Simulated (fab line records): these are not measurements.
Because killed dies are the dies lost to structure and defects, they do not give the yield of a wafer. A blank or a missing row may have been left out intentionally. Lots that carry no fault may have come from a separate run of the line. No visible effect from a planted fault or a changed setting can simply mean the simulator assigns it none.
8D (eight disciplines) problem report, filled in by code -- flow sfq line -- the parts of the form that need people (team, actions taken, sign-off) are left out

== 1. WHAT IS WRONG ==
Wafers without a fault read 3000.4 rpm, standard deviation 2; spin speed rpm at SFQ_TRILAYER_I3_VIA_LITHO_COAT_090 reads a mean of 2954.9 rpm on 9 wafers belonging to 3 lots. That is -23 standard deviations from the usual mean.
The step: resist thk 62 nm.
First observed at day 52 04:13: wafer L835.3, on litho track-04. The record has a number at this step for 45 wafers belonging to 15 lots. Rule for "out" (also "out of limits"): further than 4 standard deviations from the usual mean. Any other wafer with a number is counted as sound.

== 2. WHAT IT IS AND WHAT IT IS NOT ==
question,is,is not
which readings at this step,spin speed rpm,dispense pressure kPa
which lots,"L835, L838, L841","L825, L826, L827, L828, L829, L830, L831, L833, L834, L837, L840, L842"
which wafers of those lots,all that have a number,-
read on which tools,litho track-04,"litho track-01, litho track-02"
when,from day 52 04:13,"up to then (27 sound wafers); but 9 sound wafers of L837, L840, L842 came after"

== 3. WHAT RULES OUT EACH SUSPECT ==
Counting: a tool at a process step up to the reading stays a suspect if it ran every lot that is out and no sound lot after the first of them.
- litho track-04 at SFQ_TRILAYER_I3_VIA_LITHO_COAT_090 (resist thk 62 nm): kept. Every lot that is out went through it, starting with L835 (day 52 04:13), and after that it ran no sound lot; the last sound lot it ran before then is L833 (day 51 14:49). Its own readings are out on those wafers: spin speed rpm.
Left after counting: litho track-04 at SFQ_TRILAYER_I3_VIA_LITHO_COAT_090.

== 4. THE CAUSE (what the simulator had put in) ==
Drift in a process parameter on litho track-04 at SFQ_TRILAYER_I3_VIA_LITHO_COAT_090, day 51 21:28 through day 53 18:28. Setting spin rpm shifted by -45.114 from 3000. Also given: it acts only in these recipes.
Counting left only this tool.

== 5. SEQUENCE OF EFFECTS, ordered by route ==
Each row: a reading whose mean over the struck wafers that have a number lies more than 3 standard deviations from the usual. Only readings whose record carries a usual standard deviation are examined. hours: median over the lots of the time between each lot's start at the first step of this table that gives one and its start at this step. sigmas: the change, counted in usual standard deviations.
hours,step,reading,usual,on struck wafers,change,sigmas
0,SFQ_TRILAYER_I3_VIA_LITHO_COAT_090,spin speed rpm,3000.4 rpm,2954.9,-45.5,-23
It contains these process steps:
- SFQ_TRILAYER_I3_VIA_LITHO_COAT_090: resist thk 62 nm.
Later steps that measure or inspect, where all struck wafers having a row at the step show a number for every such reading and not one has moved that far: SFQ_M6_OVL_MEAS_940.

== 6. HOW IT WOULD HAVE BEEN CAUGHT EARLIER ==
First out-of-limits reading in this record: day 52 04:13, which is 7 hours after fault onset at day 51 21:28.
